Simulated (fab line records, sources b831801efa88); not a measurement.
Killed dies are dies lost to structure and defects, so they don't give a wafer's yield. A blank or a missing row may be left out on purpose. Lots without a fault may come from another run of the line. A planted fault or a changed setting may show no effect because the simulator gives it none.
Split-lot experiment | flow sfq_line | 5 lots, 23 wafers read, on a route of 325 steps

THE SPLIT
At SFQ_TRILAYER_I6_VIA_LITHO_COAT_169 (resist thk 650 nm), the setting spin_rpm was moved away from the recipe's 3000 rpm on 10 of the 23 wafers read, by -5.3% to +4.4%. The other wafers ran this setting at the recipe's value.

FROM THE SPLIT TO THE READING: what the file shows between them, 3 steps
- SFQ_TRILAYER_I6_VIA_LITHO_SOFTBAKE_173
- SFQ_TRILAYER_I6_VIA_LITHO_EXPOSE_170: exposes mask I6, target cd 700 nm
- SFQ_TRILAYER_I6_VIA_LITHO_DEVELOP_171: time 60 s

THE READING
KrF_of_TRILAYER_I6_VIA_LITHO_COAT_169.thk_nm (the simulator's own value, which no gauge read), in nm, at SFQ_TRILAYER_I6_VIA_BARC_OPEN_VIA_ETCH_235 (etches BARC in O2, target depth 125 nm, time 41.7 s). The file gives no usual value for it. The 13 wafers here that ran the recipe average 572.6 nm, standard deviation 1.9 nm.

wafer  | tool, chamber at the split | spin_rpm as run, rpm | against the recipe | KrF_of_TRILAYER_I6_VIA_LITHO_COAT_169.thk_nm, nm | against lot-mates on the recipe
L075.1 | litho_track-01, 0          | 3131                 | +4.4%              | 562.5                                            | -13.0
L075.2 | litho_track-01, 0          | 3131                 | +4.4%              | 559.1                                            | -16.4
L075.3 | litho_track-01, 0          | 3000                 | recipe             | 575.4                                            | -
L075.4 | litho_track-01, 0          | 3131                 | +4.4%              | 558.8                                            | -16.8
L075.6 | litho_track-01, 0          | 3000                 | recipe             | 575.7                                            | -
L078.2 | litho_track-01, 0          | 2840                 | -5.3%              | 591.7                                            | +21.1
L078.3 | litho_track-01, 0          | 3000                 | recipe             | 570.9                                            | -
L078.6 | litho_track-01, 0          | 3000                 | recipe             | 570.9                                            | -
L078.4 | litho_track-01, 0          | 3000                 | recipe             | 570.1                                            | -
L078.5 | litho_track-01, 0          | 2840                 | -5.3%              | 587.4                                            | +16.8
L080.1 | litho_track-02, 0          | 3000                 | recipe             | 572.5                                            | -
L080.3 | litho_track-02, 0          | 3000                 | recipe             | 573.4                                            | -
L080.4 | litho_track-02, 0          | 3000                 | recipe             | 572.7                                            | -
L083.1 | litho_track-02, 0          | 3000                 | recipe             | 574.7                                            | -
L083.2 | litho_track-02, 0          | 2866                 | -4.5%              | 587.1                                            | +13.5
L083.3 | litho_track-02, 0          | 3000                 | recipe             | 571.6                                            | -
L083.4 | litho_track-02, 0          | 2866                 | -4.5%              | 590.7                                            | +17.1
L083.5 | litho_track-02, 0          | 3000                 | recipe             | 574.4                                            | -
L084.1 | litho_track-02, 0          | 3000                 | recipe             | 569.9                                            | -
L084.2 | litho_track-02, 0          | 2907                 | -3.1%              | 582.8                                            | +12.1
L084.3 | litho_track-02, 0          | 3000                 | recipe             | 571.5                                            | -
L084.5 | litho_track-02, 0          | 2907                 | -3.1%              | 579.8                                            | +9.1
L084.6 | litho_track-02, 0          | 2907                 | -3.1%              | 580.1                                            | +9.4

THE FIT
A straight line over all 23 wafers: KrF_of_TRILAYER_I6_VIA_LITHO_COAT_169.thk_nm changes by -3.08 nm for each +1% of spin_rpm; r = -0.97; the points scatter about the line by 2.1 nm.
The same after taking each lot's own level away (the mean of its wafers on the recipe; 23 wafers): -3.48 nm for each +1%; r = -0.99; scatter 1.4 nm.
On that fit, the largest move of spin_rpm shifts the reading by 19 nm.
The lots' own levels span 570.63 to 575.55 nm, that is 2.6 times the standard deviation above.
So the lot-to-lot level changes the slope: the two fits differ.
Check: with one of the wafers moved furthest among these (-5.3%) left out of the fit, the line predicts +18 nm for it against its lot-mates. It came out at +21.1 nm against them.

OTHER SPLITS ON THESE WAFERS
These wafers also went through other splits before the reading. Each is held against what the fit with the lots' levels taken away leaves over:
other split on the same wafers            | wafers away from the commonest value | r with KrF_of_TRILAYER_I6_VIA_LITHO_COAT_169.thk_nm (lot level and that fit taken away)
SFQ_TRILAYER_M6_ETCH_METAL_ETCH_162 icp_w | 9                                    | +0.03

THE WHOLE CHAIN: every reading that the file lists as answering this split, in the file's order
step                                       | what it does                                        | reading                                                                                       | change (the file's fit)              | r (the file's)
SFQ_TRILAYER_I6_VIA_LITHO_COAT_169         | resist thk 650 nm                                   | KrF_of_TRILAYER_I6_VIA_LITHO_COAT_169.thk_nm (the simulator's own value, which no gauge read) | -3.44 nm for each +1% of the setting | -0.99
SFQ_TRILAYER_I6_VIA_BARC_OPEN_VIA_ETCH_235 | etches BARC in O2, target depth 125 nm, time 41.7 s | KrF_of_TRILAYER_I6_VIA_LITHO_COAT_169.thk_nm (the simulator's own value, which no gauge read) | -3.49 nm for each +1% of the setting | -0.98

THE FILE'S OWN FIT
KrF_of_TRILAYER_I6_VIA_LITHO_COAT_169.thk_nm changes by -3.49 nm for each +1% of spin_rpm, r = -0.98.
